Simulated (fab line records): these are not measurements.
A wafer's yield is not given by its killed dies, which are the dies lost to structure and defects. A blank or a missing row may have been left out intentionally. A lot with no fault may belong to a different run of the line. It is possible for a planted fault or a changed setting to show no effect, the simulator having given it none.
Which tool is to blame? / flow gf180mcu / Sampling: 11 lots, 33 wafers, 6 of 602 route steps

WHAT THE GAUGES SHOWED, per wafer
GF_V5_THK_MEAS_01. Usual: for V5_CVD_00_THK the level is 299.8 nm and the standard deviation is 2.6.
lot=L358; measured=day 26 05:20; on=film metro-01; V5_CVD_00_THK (nm)=302.5 298.6 299.1; flag=
lot=L359; measured=day 26 14:37; on=film metro-02; V5_CVD_00_THK (nm)=303.3 303.4 302.3; flag=
lot=L360; measured=day 27 05:46; on=film metro-02; V5_CVD_00_THK (nm)=300.4 298.3 299.7; flag=
lot=L363; measured=day 28 09:35; on=film metro-04; V5_CVD_00_THK (nm)=299.2 296.9 299.3; flag=
lot=L364; measured=day 28 18:59; on=film metro-02; V5_CVD_00_THK (nm)=300.6 301.2 299.3; flag=
lot=L366; measured=day 29 13:54; on=film metro-02; V5_CVD_00_THK (nm)=295.1 302.2 297.9; flag=
lot=L370; measured=day 30 15:56; on=film metro-01; V5_CVD_00_THK (nm)=298.4 300.4 297.6; flag=
lot=L377; measured=day 32 03:42; on=film metro-02; V5_CVD_00_THK (nm)=295.8 302.8 296.4; flag=
lot=L376; measured=day 32 07:10; on=film metro-01; V5_CVD_00_THK (nm)=300.4 305.0 303.5; flag=
lot=L378; measured=day 32 08:08; on=film metro-01; V5_CVD_00_THK (nm)=298.1 300.3 299.9; flag=
lot=L380; measured=day 32 20:55; on=film metro-02; V5_CVD_00_THK (nm)=298.2 301.8 299.1; flag=

GF_V5_OVL_MEAS_15. Usual: for V5_OVL the level is 4 nm and the standard deviation is 6.1.
lot=L358; measured=day 27 02:43; on=overlay-01; V5_OVL (nm)=-2 -5 -4; flag=
lot=L359; measured=day 27 11:30; on=overlay-02; V5_OVL (nm)=3 9 3; flag=
lot=L360; measured=day 28 02:29; on=overlay-02; V5_OVL (nm)=5 10 13; flag=
lot=L363; measured=day 29 05:50; on=overlay-01; V5_OVL (nm)=5 11 18; flag=
lot=L364; measured=day 29 14:35; on=overlay-01; V5_OVL (nm)=4 3 8; flag=
lot=L366; measured=day 30 08:39; on=overlay-02; V5_OVL (nm)=0 1 0; flag=
lot=L370; measured=day 31 10:15; on=overlay-02; V5_OVL (nm)=9 8 -1; flag=
lot=L377; measured=day 32 21:26; on=overlay-01; V5_OVL (nm)=0 -3 -1; flag=
lot=L376; measured=day 33 00:39; on=overlay-01; V5_OVL (nm)=-11 4 -7; flag=
lot=L378; measured=day 33 01:49; on=overlay-02; V5_OVL (nm)=-7 2 0; flag=
lot=L380; measured=day 33 13:48; on=overlay-01; V5_OVL (nm)=0 3 0; flag=

GF_V5_RS_MEAS_24: measures by four-point-probe. Usual: for V5_W_RS the level is 0.331 ohm/sq and the standard deviation is 0.0033.
lot=L358; measured=day 27 03:40; on=film metro-04; V5_W_RS (ohm/sq)=0.327 0.326 0.327; flag=
lot=L359; measured=day 27 12:27; on=film metro-04; V5_W_RS (ohm/sq)=0.326 0.329 0.329; flag=
lot=L360; measured=day 28 03:26; on=film metro-01; V5_W_RS (ohm/sq)=0.329 0.332 0.331; flag=
lot=L363; measured=day 29 06:47; on=film metro-01; V5_W_RS (ohm/sq)=0.328 0.330 0.582; flag=OFF
lot=L364; measured=day 29 15:32; on=film metro-01; V5_W_RS (ohm/sq)=0.329 0.330 0.327; flag=
lot=L366; measured=day 30 09:36; on=film metro-01; V5_W_RS (ohm/sq)=0.330 0.589 0.326; flag=OFF
lot=L370; measured=day 31 11:21; on=film metro-04; V5_W_RS (ohm/sq)=0.333 0.329 0.327; flag=
lot=L377; measured=day 32 22:25; on=film metro-04; V5_W_RS (ohm/sq)=0.333 0.331 0.333; flag=
lot=L376; measured=day 33 01:35; on=film metro-02; V5_W_RS (ohm/sq)=0.332 0.332 0.335; flag=
lot=L378; measured=day 33 02:47; on=film metro-01; V5_W_RS (ohm/sq)=0.329 0.336 0.335; flag=
lot=L380; measured=day 33 14:45; on=film metro-04; V5_W_RS (ohm/sq)=0.332 0.332 0.336; flag=

GF_V5_THK_MEAS_25: measures by xrf. Usual: for V5_W_THK the level is 340 nm and the standard deviation is 4.
lot=L358; measured=day 27 03:46; on=film metro-04; V5_W_THK (nm)=343 342 344; flag=
lot=L359; measured=day 27 12:34; on=film metro-04; V5_W_THK (nm)=345 342 342; flag=
lot=L360; measured=day 28 03:34; on=film metro-01; V5_W_THK (nm)=344 342 343; flag=
lot=L363; measured=day 29 06:54; on=film metro-01; V5_W_THK (nm)=344 343 195; flag=OFF
lot=L364; measured=day 29 15:39; on=film metro-01; V5_W_THK (nm)=343 343 344; flag=
lot=L366; measured=day 30 09:43; on=film metro-01; V5_W_THK (nm)=343 194 347; flag=OFF
lot=L370; measured=day 31 11:26; on=film metro-04; V5_W_THK (nm)=339 343 345; flag=
lot=L377; measured=day 32 22:32; on=film metro-04; V5_W_THK (nm)=337 339 335; flag=
lot=L376; measured=day 33 01:42; on=film metro-02; V5_W_THK (nm)=337 338 337; flag=
lot=L378; measured=day 33 02:53; on=film metro-01; V5_W_THK (nm)=345 338 340; flag=
lot=L380; measured=day 33 14:52; on=film metro-04; V5_W_THK (nm)=337 337 336; flag=

TOOL THAT RAN EACH LOT (tool first, then ch and the chambers of the sampled wafers, then the start)
lot=L358; GF_V4_CMP_26=cmp-01 ch 0,1,2, day 24 07:58; GF_V5_CVD_23=cvd w-01 ch 1, day 27 03:32
lot=L359; GF_V4_CMP_26=cmp-02 ch 0,2,3, day 24 17:52; GF_V5_CVD_23=cvd w-02 ch 0,1, day 27 12:19
lot=L360; GF_V4_CMP_26=cmp-01 ch 0,2,3, day 25 09:52; GF_V5_CVD_23=cvd w-02 ch 0,1, day 28 03:19
lot=L363; GF_V4_CMP_26=cmp-02 ch 0,2,3, day 26 16:14; GF_V5_CVD_23=cvd w-02 ch 0,1, day 29 06:40
lot=L364; GF_V4_CMP_26=cmp-01 ch 1,3, day 27 01:56; GF_V5_CVD_23=cvd w-01 ch 0,1, day 29 15:25
lot=L366; GF_V4_CMP_26=cmp-01 ch 0,3, day 27 22:37; GF_V5_CVD_23=cvd w-02 ch 0,1, day 30 09:28
lot=L370; GF_V4_CMP_26=cmp-01 ch 0,1,2, day 29 01:30; GF_V5_CVD_23=cvd w-01 ch 0,1, day 31 11:13
lot=L377; GF_V4_CMP_26=cmp-02 ch 1,2,3, day 30 14:20; GF_V5_CVD_23=cvd w-02 ch 0,1, day 32 22:18
lot=L376; GF_V4_CMP_26=cmp-02 ch 1,2, day 30 18:53; GF_V5_CVD_23=cvd w-02 ch 0,1, day 33 01:28
lot=L378; GF_V4_CMP_26=cmp-01 ch 2,3, day 30 18:58; GF_V5_CVD_23=cvd w-01 ch 0,1, day 33 02:39
lot=L380; GF_V4_CMP_26=cmp-01 ch 0,1,3, day 31 09:29; GF_V5_CVD_23=cvd w-01 ch 0,1, day 33 14:37
- GF_V4_CMP_26: polishes, stops on SiO2, t overpolish 15 s, target thk 0 nm.
- GF_V5_CVD_23: deposits W, target thk 350 nm, time 104.9 s.

AS READ BY THE TOOLS THEMSELVES (means over the sampled wafers that have a number; for cases with no such wafer, the mark the record gives instead)
GF_V4_CMP_26. Usual: motor current A 11.0 A, standard deviation 1; overpolish run s 15.000 s, standard deviation 0.0094; time to endpoint s 83 s, standard deviation 4.5.
lot=L358; tool=cmp-01; motor current A (A)=10.8; overpolish run s (s)=15.004; time to endpoint s (s)=88; flag=
lot=L359; tool=cmp-02; motor current A (A)=11.7; overpolish run s (s)=14.995; time to endpoint s (s)=84; flag=
lot=L360; tool=cmp-01; motor current A (A)=10.7; overpolish run s (s)=14.992; time to endpoint s (s)=85; flag=
lot=L363; tool=cmp-02; motor current A (A)=11.5; overpolish run s (s)=14.997; time to endpoint s (s)=81; flag=
lot=L364; tool=cmp-01; motor current A (A)=9.5; overpolish run s (s)=15.004; time to endpoint s (s)=82; flag=
lot=L366; tool=cmp-01; motor current A (A)=11.0; overpolish run s (s)=14.992; time to endpoint s (s)=86; flag=
lot=L370; tool=cmp-01; motor current A (A)=10.7; overpolish run s (s)=14.995; time to endpoint s (s)=87; flag=
lot=L377; tool=cmp-02; motor current A (A)=11.8; overpolish run s (s)=14.986; time to endpoint s (s)=81; flag=
lot=L376; tool=cmp-02; motor current A (A)=11.9; overpolish run s (s)=14.996; time to endpoint s (s)=79; flag=
lot=L378; tool=cmp-01; motor current A (A)=10.5; overpolish run s (s)=15.002; time to endpoint s (s)=87; flag=
lot=L380; tool=cmp-01; motor current A (A)=10.3; overpolish run s (s)=15.004; time to endpoint s (s)=86; flag=

GF_V5_CVD_23. Usual: heater power w 910 W, standard deviation 95.
lot=L358; tool=cvd w-01; heater power w (W)=876; flag=
lot=L359; tool=cvd w-02; heater power w (W)=836; flag=
lot=L360; tool=cvd w-02; heater power w (W)=835; flag=
lot=L363; tool=cvd w-02; heater power w (W)=827; flag=
lot=L364; tool=cvd w-01; heater power w (W)=919; flag=
lot=L366; tool=cvd w-02; heater power w (W)=837; flag=
lot=L370; tool=cvd w-01; heater power w (W)=907; flag=
lot=L377; tool=cvd w-02; heater power w (W)=852; flag=
lot=L376; tool=cvd w-02; heater power w (W)=918; flag=
lot=L378; tool=cvd w-01; heater power w (W)=933; flag=
lot=L380; tool=cvd w-01; heater power w (W)=910; flag=

THE ANSWER, worked out from the rows above alone
Rule: a lot counts as off when the mean over its wafers that have a number is more than 3 standard deviations away from the usual mean. A lot without any number at a reading at which 4 lots or more have one is off too. Where the step has rows for the other lots, those lots are counted as sound. First the gauges in route order, then the tools' own readings, where a lot's mean is used as printed above. The first step at which some lot is off is used, and at that step the reading that is off furthest; a lot without a number counts as furthest.
Off: at GF_V5_RS_MEAS_24 (V5_W_RS), L363, L366.
A tool fits if, at a process step before that reading, it ran every lot that is off, and no sound lot after the first of them. Gauges at GF_V5_RS_MEAS_24: tried the same way as those tools. No candidate that was tried fits.

WHAT HAD BEEN PUT IN BY THE SIMULATOR
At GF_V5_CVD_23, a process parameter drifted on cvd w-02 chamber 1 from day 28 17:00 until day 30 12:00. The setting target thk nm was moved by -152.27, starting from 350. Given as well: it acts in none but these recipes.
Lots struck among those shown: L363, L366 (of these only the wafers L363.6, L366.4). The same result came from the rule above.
